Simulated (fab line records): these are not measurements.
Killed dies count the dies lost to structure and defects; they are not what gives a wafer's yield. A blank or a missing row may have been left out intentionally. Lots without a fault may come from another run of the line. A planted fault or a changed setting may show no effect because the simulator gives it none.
Matching of chambers -- flow sky130 -- cmp-01 running SKY_VIA1_CMP_02: 4 sister chambers
The step polishes SiO2. 7 wafers are shown with their chamber, then 8 later ones without.

## WAFERS, EACH WITH ITS CHAMBER
wafer,chamber,motor-current-A (A)
L873.1,0,11.8
L876.2,0,12.1
L876.4,1,12.6
L883.1,2,13.4
L883.2,1,12.9
L883.3,3,12.8
L886.1,2,14.4

## WAFERS WITHOUT THEIR CHAMBER
wafer,motor-current-A (A)
L886.5,13.0
L886.6,12.3
L890.1,12.7
L890.3,13.5
L890.6,12.5
L889.3,11.9
L889.4,13.1
L889.5,13.3

## EACH ONE'S CHAMBER
wafer,from the rows above,in truth
L886.5,can't be placed: 3 or 1 or 2 or 0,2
L886.6,can't be placed: 0 or 1 or 3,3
L890.1,can't be placed: 1 or 3 or 0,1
L890.3,can't be placed: 2 or 3 or 1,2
L890.6,can't be placed: 1 or 3 or 0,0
L889.3,can't be placed: 0 or 1 or 3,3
L889.4,can't be placed: 3 or 1 or 2 or 0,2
L889.5,can't be placed: 3 or 1 or 2 or 0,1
Placed correctly: 0 of 8. Cannot be placed on the basis of these rows: 8; the candidates contain the true chamber in 8. Number placed wrongly: 0.
How it was worked out, from the rows above alone: a wafer's distance from a chamber is the root of the sum, over the readings, of the square of ((its reading less the chamber's mean) divided by the reading's scatter). If the next closest chamber is less than 2 further off than the closest, the wafer can't be placed; otherwise it belongs to the closest. Each chamber's mean is taken over the wafers shown for it. The scatter: the root of (the sum of the squares of (reading less its chamber's mean) over the shown wafers, divided by (wafers less chambers)).
